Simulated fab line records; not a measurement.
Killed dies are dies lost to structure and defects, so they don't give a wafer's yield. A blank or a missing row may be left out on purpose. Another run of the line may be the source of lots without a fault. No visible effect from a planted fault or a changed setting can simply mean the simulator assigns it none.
Chamber matching    flow gf180mcu    rie diel-03 running GF_SAB_ETCH_11: 4 sister chambers
The step etches SiO2 in C4F8/O2/Ar, target depth 55 nm, time 8.5 s. 14 wafers are shown with their chamber, then 7 later ones without.

WAFERS, EACH WITH ITS CHAMBER
wafer   chamber  oes product au (a.u.)
L078.2  2        0.999
L078.5  2        0.989
L078.6  3        0.989
L081.1  2        1.003
L081.4  0        1.004
L081.6  0        0.997
L088.3  0        0.994
L088.4  2        0.987
L088.5  0        0.988
L091.2  0        0.992
L091.4  2        0.991
L091.6  2        0.983
L093.4  0        0.998
L093.5  1        0.999

SIGNATURES (averages over the wafers above)
reading         chamber 0  chamber 1  chamber 2  chamber 3  scatter within a chamber
oes product au  0.99550    0.99900    0.99200    0.98900    0.00661
Rule: a wafer lies at a distance from a chamber equal to the root of the sum of squares, over the readings, of (its reading less the chamber's mean, divided by the reading's scatter). The wafer belongs to the nearest chamber; if the next one is less than 2 further off, it can't be placed. How the scatter is found: for the shown wafers, subtract from each reading the mean of its chamber, square and add these, divide the total by (wafers less chambers), then take the root.

WAFERS MISSING THEIR CHAMBER
wafer   oes product au (a.u.)
L093.6  1.000
L094.3  0.992
L094.4  0.998
L094.6  0.995
L097.4  0.997
L097.5  0.987
L097.6  0.990

THE CHAMBER EACH PASSED THROUGH
wafer   from the rows above                in truth
L093.6  can't be placed: 1 or 0 or 2 or 3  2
L094.3  can't be placed: 2 or 3 or 0 or 1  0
L094.4  can't be placed: 1 or 0 or 2 or 3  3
L094.6  can't be placed: 0 or 2 or 1 or 3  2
L097.4  can't be placed: 0 or 1 or 2 or 3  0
L097.5  can't be placed: 3 or 2 or 0 or 1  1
L097.6  can't be placed: 3 or 2 or 0 or 1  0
Correct placement for 0 of the 7. These rows do not allow placing 7 (true chamber among the candidates in 7). 0 placed wrongly.
